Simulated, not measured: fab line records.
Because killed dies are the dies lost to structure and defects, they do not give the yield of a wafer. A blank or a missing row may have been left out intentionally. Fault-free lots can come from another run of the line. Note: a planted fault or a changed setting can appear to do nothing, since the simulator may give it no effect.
What tool caused it? || flow sky130 || Sampling: 12 lots, 36 wafers, 5 of 708 route steps

## WHAT EACH GAUGE READ, for each wafer
SKY_POLY_GATE_THK_MEAS_04.
{"lot": "L769", "measured": "day 15 04:34", "on": "film-metro-03", "POLY_GATE_CVD_03_THK (nm)": "75.1 74.3 75.1"}
{"lot": "L770", "measured": "day 15 22:57", "on": "film-metro-01", "POLY_GATE_CVD_03_THK (nm)": "73.5 74.0 73.8"}
{"lot": "L772", "measured": "day 16 15:37", "on": "film-metro-03", "POLY_GATE_CVD_03_THK (nm)": "75.4 75.8 75.6"}
{"lot": "L773", "measured": "day 17 18:56", "on": "film-metro-02", "POLY_GATE_CVD_03_THK (nm)": "74.6 74.6 74.7"}
{"lot": "L775", "measured": "day 17 22:05", "on": "film-metro-02", "POLY_GATE_CVD_03_THK (nm)": "75.4 76.0 74.9"}
{"lot": "L777", "measured": "day 18 12:00", "on": "film-metro-02", "POLY_GATE_CVD_03_THK (nm)": "74.8 74.7 74.0"}
{"lot": "L776", "measured": "day 18 14:24", "on": "film-metro-03", "POLY_GATE_CVD_03_THK (nm)": "74.2 74.6 74.6"}
{"lot": "L780", "measured": "day 19 07:59", "on": "film-metro-01", "POLY_GATE_CVD_03_THK (nm)": "75.1 74.3 74.4"}
{"lot": "L784", "measured": "day 20 21:49", "on": "film-metro-02", "POLY_GATE_CVD_03_THK (nm)": "75.0 74.1 74.1"}
{"lot": "L785", "measured": "day 21 01:37", "on": "film-metro-01", "POLY_GATE_CVD_03_THK (nm)": "73.9 74.1 74.0"}
{"lot": "L786", "measured": "day 21 13:11", "on": "film-metro-01", "POLY_GATE_CVD_03_THK (nm)": "74.9 74.1 74.1"}
{"lot": "L790", "measured": "day 23 05:12", "on": "film-metro-01", "POLY_GATE_CVD_03_THK (nm)": "74.1 74.7 74.8"}

SKY_LDD_HVN_OVL_MEAS_07.
{"lot": "L769", "measured": "day 20 06:34", "on": "overlay-01", "LDD_HVN_OVL (nm)": "-0.2 -1.0 -1.8"}
{"lot": "L770", "measured": "day 21 04:54", "on": "overlay-02", "LDD_HVN_OVL (nm)": "1.8 0.9 0.7"}
{"lot": "L772", "measured": "day 21 20:04", "on": "overlay-02", "LDD_HVN_OVL (nm)": "-3.1 -1.2 -2.2"}
{"lot": "L773", "measured": "day 23 00:37", "on": "overlay-02", "LDD_HVN_OVL (nm)": "1.0 1.4 -1.3"}
{"lot": "L775", "measured": "day 23 03:21", "on": "overlay-01", "LDD_HVN_OVL (nm)": "-1.7 0.1 -0.9"}
{"lot": "L777", "measured": "day 23 18:13", "on": "overlay-01", "LDD_HVN_OVL (nm)": "-1.9 -1.5 -2.2"}
{"lot": "L776", "measured": "day 23 23:01", "on": "overlay-02", "LDD_HVN_OVL (nm)": "-3.1 -0.8 -0.8"}
{"lot": "L780", "measured": "day 24 13:40", "on": "overlay-01", "LDD_HVN_OVL (nm)": "-3.0 -1.6 -3.7"}
{"lot": "L784", "measured": "day 26 01:07", "on": "overlay-02", "LDD_HVN_OVL (nm)": "1.0 -0.3 -0.4"}
{"lot": "L785", "measured": "day 26 05:10", "on": "overlay-02", "LDD_HVN_OVL (nm)": "0.0 0.1 0.1"}
{"lot": "L786", "measured": "day 26 14:52", "on": "overlay-02", "LDD_HVN_OVL (nm)": "0.9 -0.6 0.7"}
{"lot": "L790", "measured": "day 28 05:28", "on": "overlay-02", "LDD_HVN_OVL (nm)": "-3.5 -2.5 -3.3"}

SKY_LDD_HVN_TW_MEAS_10.
{"lot": "L769", "measured": "day 20 06:51", "on": "film-metro-01", "LDD_HVN_TW": "1445 1455 1454"}
{"lot": "L770", "measured": "day 21 05:11", "on": "film-metro-03", "LDD_HVN_TW": "1450 1445 1447"}
{"lot": "L772", "measured": "day 21 20:21", "on": "film-metro-03", "LDD_HVN_TW": "1448 1452 1446"}
{"lot": "L773", "measured": "day 23 00:55", "on": "film-metro-01", "LDD_HVN_TW": "1434 1433 1426"}
{"lot": "L775", "measured": "day 23 03:38", "on": "film-metro-02", "LDD_HVN_TW": "1435 1434 1437"}
{"lot": "L777", "measured": "day 23 18:31", "on": "film-metro-01", "LDD_HVN_TW": "1432 1424 1433"}
{"lot": "L776", "measured": "day 23 23:18", "on": "film-metro-01", "LDD_HVN_TW": "1435 1429 1429"}
{"lot": "L780", "measured": "day 24 13:57", "on": "film-metro-01", "LDD_HVN_TW": "1434 1428 1443"}
{"lot": "L784", "measured": "day 26 01:25", "on": "film-metro-02", "LDD_HVN_TW": "1443 1448 1435"}
{"lot": "L785", "measured": "day 26 05:28", "on": "film-metro-01", "LDD_HVN_TW": "2925 2939 2926"}
{"lot": "L786", "measured": "day 26 15:09", "on": "film-metro-02", "LDD_HVN_TW": "2928 2928 2933"}
{"lot": "L790", "measured": "day 28 05:45", "on": "film-metro-02", "LDD_HVN_TW": "1437 1442 1443"}

## TOOL THAT RAN EACH LOT (tool first, then ch and the chambers of the sampled wafers, then the start)
{"lot": "L769", "SKY_POLY_GATE_STRIP_18": "plasma-asher-03 ch 0,1, day 16 09:02", "SKY_LDD_HVN_IMPLANT_08": "implanter-01 ch 0, day 20 06:36"}
{"lot": "L770", "SKY_POLY_GATE_STRIP_18": "plasma-asher-03 ch 0,1, day 17 04:14", "SKY_LDD_HVN_IMPLANT_08": "implanter-03 ch 0, day 21 04:56"}
{"lot": "L772", "SKY_POLY_GATE_STRIP_18": "plasma-asher-04 ch 0,1, day 17 20:13", "SKY_LDD_HVN_IMPLANT_08": "implanter-04 ch 0, day 21 20:07"}
{"lot": "L773", "SKY_POLY_GATE_STRIP_18": "plasma-asher-02 ch 1, day 19 01:30", "SKY_LDD_HVN_IMPLANT_08": "implanter-01 ch 0, day 23 00:40"}
{"lot": "L775", "SKY_POLY_GATE_STRIP_18": "plasma-asher-03 ch 0,1, day 19 04:40", "SKY_LDD_HVN_IMPLANT_08": "implanter-03 ch 0, day 23 03:23"}
{"lot": "L777", "SKY_POLY_GATE_STRIP_18": "plasma-asher-03 ch 0,1, day 19 19:18", "SKY_LDD_HVN_IMPLANT_08": "implanter-03 ch 0, day 23 18:16"}
{"lot": "L776", "SKY_POLY_GATE_STRIP_18": "plasma-asher-02 ch 0,1, day 19 22:10", "SKY_LDD_HVN_IMPLANT_08": "implanter-04 ch 0, day 23 23:04"}
{"lot": "L780", "SKY_POLY_GATE_STRIP_18": "plasma-asher-02 ch 0,1, day 20 15:24", "SKY_LDD_HVN_IMPLANT_08": "implanter-04 ch 0, day 24 13:43"}
{"lot": "L784", "SKY_POLY_GATE_STRIP_18": "plasma-asher-02 ch 0,1, day 22 05:07", "SKY_LDD_HVN_IMPLANT_08": "implanter-04 ch 0, day 26 01:12"}
{"lot": "L785", "SKY_POLY_GATE_STRIP_18": "plasma-asher-03 ch 0,1, day 22 09:10", "SKY_LDD_HVN_IMPLANT_08": "implanter-04 ch 0, day 26 05:14"}
{"lot": "L786", "SKY_POLY_GATE_STRIP_18": "plasma-asher-02 ch 0,1, day 22 19:22", "SKY_LDD_HVN_IMPLANT_08": "implanter-04 ch 0, day 26 14:55"}
{"lot": "L790", "SKY_POLY_GATE_STRIP_18": "plasma-asher-04 ch 0,1, day 24 11:26", "SKY_LDD_HVN_IMPLANT_08": "implanter-01 ch 0, day 28 05:31"}
- SKY_POLY_GATE_STRIP_18: strips in O2/N2.
- SKY_LDD_HVN_IMPLANT_08

## AS READ BY THE TOOLS THEMSELVES (means over the sampled wafers that have a number; for cases with no such wafer, the mark the record gives instead)
SKY_POLY_GATE_STRIP_18.
{"lot": "L769", "tool": "plasma-asher-03", "drypump-motor-current-A (A)": 5.26, "o2-flow-sccm (sccm)": 2996, "oes-product-au (a.u.)": 0.361, "strip-time-to-endpoint-s (s)": 3.14}
{"lot": "L770", "tool": "plasma-asher-03", "drypump-motor-current-A (A)": 5.26, "o2-flow-sccm (sccm)": 2997, "oes-product-au (a.u.)": 0.364, "strip-time-to-endpoint-s (s)": 3.20}
{"lot": "L772", "tool": "plasma-asher-04", "drypump-motor-current-A (A)": 5.59, "o2-flow-sccm (sccm)": 2997, "oes-product-au (a.u.)": 0.361, "strip-time-to-endpoint-s (s)": 3.14}
{"lot": "L773", "tool": "plasma-asher-02", "drypump-motor-current-A (A)": 5.73, "o2-flow-sccm (sccm)": 3001, "oes-product-au (a.u.)": 0.361, "strip-time-to-endpoint-s (s)": 3.17}
{"lot": "L775", "tool": "plasma-asher-03", "drypump-motor-current-A (A)": 5.26, "o2-flow-sccm (sccm)": 2998, "oes-product-au (a.u.)": 0.362, "strip-time-to-endpoint-s (s)": 3.18}
{"lot": "L777", "tool": "plasma-asher-03", "drypump-motor-current-A (A)": 5.25, "o2-flow-sccm (sccm)": 2995, "oes-product-au (a.u.)": 0.363, "strip-time-to-endpoint-s (s)": 3.17}
{"lot": "L776", "tool": "plasma-asher-02", "drypump-motor-current-A (A)": 5.50, "o2-flow-sccm (sccm)": 3012, "oes-product-au (a.u.)": 0.363, "strip-time-to-endpoint-s (s)": 3.18}
{"lot": "L780", "tool": "plasma-asher-02", "drypump-motor-current-A (A)": 5.27, "o2-flow-sccm (sccm)": 2998, "oes-product-au (a.u.)": 0.363, "strip-time-to-endpoint-s (s)": 3.18}
{"lot": "L784", "tool": "plasma-asher-02", "drypump-motor-current-A (A)": 5.52, "o2-flow-sccm (sccm)": 3001, "oes-product-au (a.u.)": 0.360, "strip-time-to-endpoint-s (s)": 3.18}
{"lot": "L785", "tool": "plasma-asher-03", "drypump-motor-current-A (A)": 5.26, "o2-flow-sccm (sccm)": 3005, "oes-product-au (a.u.)": 0.362, "strip-time-to-endpoint-s (s)": 3.17}
{"lot": "L786", "tool": "plasma-asher-02", "drypump-motor-current-A (A)": 5.50, "o2-flow-sccm (sccm)": 3007, "oes-product-au (a.u.)": 0.367, "strip-time-to-endpoint-s (s)": 3.19}
{"lot": "L790", "tool": "plasma-asher-04", "drypump-motor-current-A (A)": 5.37, "o2-flow-sccm (sccm)": 3001, "oes-product-au (a.u.)": 0.365, "strip-time-to-endpoint-s (s)": 3.21}

SKY_LDD_HVN_IMPLANT_08.
{"lot": "L769", "tool": "implanter-01", "beam-on-s (s)": 9.87, "dose-ions-cm2": 3.000e+13, "end-station-pressure-torr (Torr)": 4.91e-06, "faraday-current-uA": 172}
{"lot": "L770", "tool": "implanter-03", "beam-on-s (s)": 9.81, "dose-ions-cm2": 3.009e+13, "end-station-pressure-torr (Torr)": 5.47e-06, "faraday-current-uA": 172}
{"lot": "L772", "tool": "implanter-04", "beam-on-s (s)": 9.96, "dose-ions-cm2": 3.000e+13, "end-station-pressure-torr (Torr)": 5.23e-06, "faraday-current-uA": 171}
{"lot": "L773", "tool": "implanter-01", "beam-on-s (s)": 9.98, "dose-ions-cm2": 3.001e+13, "end-station-pressure-torr (Torr)": 5.21e-06, "faraday-current-uA": 170}
{"lot": "L775", "tool": "implanter-03", "beam-on-s (s)": 9.84, "dose-ions-cm2": 2.999e+13, "end-station-pressure-torr (Torr)": 5.12e-06, "faraday-current-uA": 171}
{"lot": "L777", "tool": "implanter-03", "beam-on-s (s)": 10.10, "dose-ions-cm2": 3.000e+13, "end-station-pressure-torr (Torr)": 5.41e-06, "faraday-current-uA": 168}
{"lot": "L776", "tool": "implanter-04", "beam-on-s (s)": 10.00, "dose-ions-cm2": 2.997e+13, "end-station-pressure-torr (Torr)": 5.29e-06, "faraday-current-uA": 170}
{"lot": "L780", "tool": "implanter-04", "beam-on-s (s)": 9.89, "dose-ions-cm2": 3.000e+13, "end-station-pressure-torr (Torr)": 5.03e-06, "faraday-current-uA": 171}
{"lot": "L784", "tool": "implanter-04", "beam-on-s (s)": 10.10, "dose-ions-cm2": 3.004e+13, "end-station-pressure-torr (Torr)": 5.15e-06, "faraday-current-uA": 168}
{"lot": "L785", "tool": "implanter-04", "beam-on-s (s)": 12.61, "dose-ions-cm2": 3.084e+14, "end-station-pressure-torr (Torr)": 5.82e-06, "faraday-current-uA": 1375}
{"lot": "L786", "tool": "implanter-04", "beam-on-s (s)": 12.81, "dose-ions-cm2": 3.084e+14, "end-station-pressure-torr (Torr)": 6.00e-06, "faraday-current-uA": 1354}
{"lot": "L790", "tool": "implanter-01", "beam-on-s (s)": 10.02, "dose-ions-cm2": 3.001e+13, "end-station-pressure-torr (Torr)": 5.21e-06, "faraday-current-uA": 169}

## THE ANSWER, worked out from the rows above alone
Rule: the usual values come from the lots themselves. Put in order of their means at a reading, lots are off if they are a third of the lots or fewer, leave a main group of 4 or more, and stand apart from it by a gap of 3 or more times the standard deviation of the main group's means; of several such gaps the widest counts. The tables above print the reading to a certain number of digits; a main group whose means all agree to those digits is not used. Also off: a lot with no number at a reading for which 4 or more lots have one. All remaining lots with rows at the step are treated as sound. Order of review: gauges by route order, followed by the tools' own readings, for which a lot's mean as printed above is used. At the first step where some lot is off, the reading lying furthest off is the one used; lots without a number count as furthest.
Off: L785, L786, at SKY_LDD_HVN_TW_MEAS_10 (LDD_HVN_TW). For the main group the mean is 1439 and the standard deviation 7.6.
A tool fits if, at a process step before that reading, it ran every lot that is off, and no sound lot after the first of them. The gauges at SKY_LDD_HVN_TW_MEAS_10 aren't tried: what is off there is off at SKY_LDD_HVN_IMPLANT_08 too, on other tools, and a gauge's error can't cause that. One fits: SKY_LDD_HVN_IMPLANT_08 on implanter-04. Its last sound lot is L784 (day 26 01:12), its first lot that is off L785 (day 26 05:14): a fault that began between those two fits.
The tool's own readings at SKY_LDD_HVN_IMPLANT_08 bear it out: on the lots that are off they differ by more than 5 times the standard deviation of the sound lots' means. beam-on-s reads 12.71 s there against 9.96 s on the sound lots; dose-ions-cm2 reads 3.084e+14 there against 3.001e+13 on the sound lots; faraday-current-uA reads 1364 there against 170 on the sound lots.

## WHAT THE SIMULATOR HAD INSERTED
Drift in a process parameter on implanter-04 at SKY_LDD_HVN_IMPLANT_08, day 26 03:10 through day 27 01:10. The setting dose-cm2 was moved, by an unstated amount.
Lots struck among those shown: L785, L786. The rule above found the same.
